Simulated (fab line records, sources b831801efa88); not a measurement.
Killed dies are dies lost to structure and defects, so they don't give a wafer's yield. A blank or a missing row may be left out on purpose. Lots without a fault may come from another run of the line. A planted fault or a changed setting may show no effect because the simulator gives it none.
Problem report in the 8D (eight disciplines) form, filled by code | flow sky130 | the parts of the form that need people (team, actions taken, sign-off) are left out

1. THE PROBLEM
killed_at_front_end at SKY_PAD_OPEN_PROBE_99 reads a mean of 74 on 1 wafer of 1 lot; wafers without a fault read 15 with a standard deviation of 4.5. That is +13 standard deviations from the usual mean.
First seen on wafer L421.5, day 49 10:52, on prober-02. The record holds 8 wafers of 3 lots with a number at this step. Rule for "out", or "out of limits": more than 4 standard deviations from the usual mean. The other wafers with a number count as sound.

2. WHAT IT IS AND WHAT IT IS NOT
question                    | is                               | is not
which readings at this step | killed_at_front_end, killed_dies | killed_at_M0_to_M3, killed_at_contacts, killed_at_other, killed_open, killed_short
which lots                  | L421                             | L418, L419
which wafers of those lots  | L421.5                           | L421.2, L421.4
read on which tools         | prober-02                        | prober-01
when                        | from day 49 10:52                | up to then (7 sound wafers)

3. SUSPECTS, AND WHAT RULES EACH OUT
Counting: a tool at a process step up to the reading stays a suspect if it ran every lot that is out. Sound lots after the first of them don't rule it out here, since some wafers of a struck lot are sound.
- rie_si-01 at SKY_POLY_GATE_ETCH_17 (etches poly-Si in HBr/Cl2, stops on SiO2, target depth 180 nm, time 70.5 s): kept. It ran the lot that is out, L421 (day 22 00:40); its last sound lot up to then is L418 (day 21 00:43).
- pvd_sputter-01 at SKY_METAL3_SPUTTER_01 (material TiN, target thk 20 nm, time 16.7 s): kept. It ran the lot that is out, L421 (day 41 03:17).
- pecvd-02 at SKY_CAP2M_CVD_00 (deposits SiO2, target thk 15.5 nm): kept. It ran the lot that is out, L421 (day 44 03:51).
- rie_metal-03 at SKY_METAL4_DESCUM_15 (chemistry O2, time 8 s): kept. It ran the lot that is out, L421 (day 45 23:13).
- prober-02 at SKY_PAD_OPEN_PROBE_99: kept. It ran the lot that is out, L421 (day 49 10:43); its last sound lot up to then is L418 (day 48 18:52). Its own readings are out on those wafers: killed_at_front_end, killed_dies.
- Within rie_si-01 at SKY_POLY_GATE_ETCH_17: the wafers that are out ran in chamber 1; their sound lot-mates ran in chambers 0, 3.
Left after counting: rie_si-01 at SKY_POLY_GATE_ETCH_17, pvd_sputter-01 at SKY_METAL3_SPUTTER_01, pecvd-02 at SKY_CAP2M_CVD_00, rie_metal-03 at SKY_METAL4_DESCUM_15, prober-02 at SKY_PAD_OPEN_PROBE_99.

4. THE CAUSE (what the simulator had put in)
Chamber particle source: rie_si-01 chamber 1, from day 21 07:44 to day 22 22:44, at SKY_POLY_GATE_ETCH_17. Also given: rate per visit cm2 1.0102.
Counting left 5 suspects, and this tool is among them.

5. THE CHAIN OF EFFECTS, in route order
Each row: a reading whose mean over the struck wafers that have a number lies more than 3 standard deviations from the usual. Only readings for which the record gives a usual standard deviation are gone through. hours: the time from each lot's start at the first step in this table that gives one to its start at this step, as a median over the lots. sigmas: the change in usual standard deviations.
hours | step                  | reading             | usual | on struck wafers | change | sigmas
0     | SKY_PAD_OPEN_PROBE_99 | killed_at_front_end | 15    | 74               | +59    | +13
0     | SKY_PAD_OPEN_PROBE_99 | killed_dies         | 86    | 141              | +55    | +6.5
The process steps in it:
- SKY_PAD_OPEN_PROBE_99

6. WHAT WOULD HAVE CAUGHT IT SOONER
In this record the first reading out of limits was taken at day 49 10:52, 675 hours after the fault began at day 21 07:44.
Of the tool readings at SKY_POLY_GATE_ETCH_17 for which the record gives a usual standard deviation, none was out on any struck wafer, so an alarm limit of 4 standard deviations on them would not have fired.
All the lots that are out (1) had begun SKY_POLY_GATE_ETCH_17 on rie_si-01 by day 49 10:52. A hold on the tool at that time would have spared none of them.
